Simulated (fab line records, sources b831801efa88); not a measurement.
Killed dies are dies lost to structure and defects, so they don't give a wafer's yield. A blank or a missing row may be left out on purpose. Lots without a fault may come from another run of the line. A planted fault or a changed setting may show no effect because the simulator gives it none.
Which tool did it? | flow sky130 | 12 lots, 36 wafers sampled, at 1 step of a route of 708

WHAT THE GAUGES READ, wafer by wafer
SKY_NWELL_RS_MEAS_29: measures by four-point-probe.
lot  | measured     | on            | NWELL_RS (ohm/sq)
L075 | day 5 12:47  | film_metro-04 | 623.7 626.3 624.5
L077 | day 6 02:06  | film_metro-03 | 623.0 623.8 624.0
L079 | day 6 15:44  | film_metro-02 | 625.2 626.1 624.1
L081 | day 7 05:44  | film_metro-03 | 622.9 623.4 623.6
L083 | day 7 13:58  | film_metro-04 | 623.3 622.5 622.0
L085 | day 8 03:14  | film_metro-02 | 623.7 623.7 622.1
L087 | day 8 16:03  | film_metro-04 | 625.8 627.4 626.0
L089 | day 8 21:57  | film_metro-02 | 626.6 627.1 625.7
L091 | day 9 13:41  | film_metro-04 | 623.6 622.9 626.0
L093 | day 10 01:39 | film_metro-04 | 623.7 621.9 625.8
L095 | day 10 17:28 | film_metro-03 | 623.4 623.9 623.5
L097 | day 11 12:48 | film_metro-02 | 624.5 624.8 625.8

WHICH TOOL RAN EACH LOT (tool, then ch and the chambers of the sampled wafers, then the start)
The record holds no process step before these readings.

THE ANSWER, worked out from the rows above alone
Rule: what is usual is taken from the lots themselves. Put in order of their means at a reading, lots are off if they are a third of the lots or fewer, leave a main group of 4 or more, and stand apart from it by a gap of 3 or more times the standard deviation of the main group's means; of several such gaps the widest counts. A main group whose means are all the same, to the digits that the tables above print for the reading, isn't used. A lot without any number at a reading at which 4 lots or more have one is off too. The other lots that the step has rows for count as sound.
No lot is off at any reading shown: from this, nothing can be told.

WHAT THE SIMULATOR HAD PUT IN
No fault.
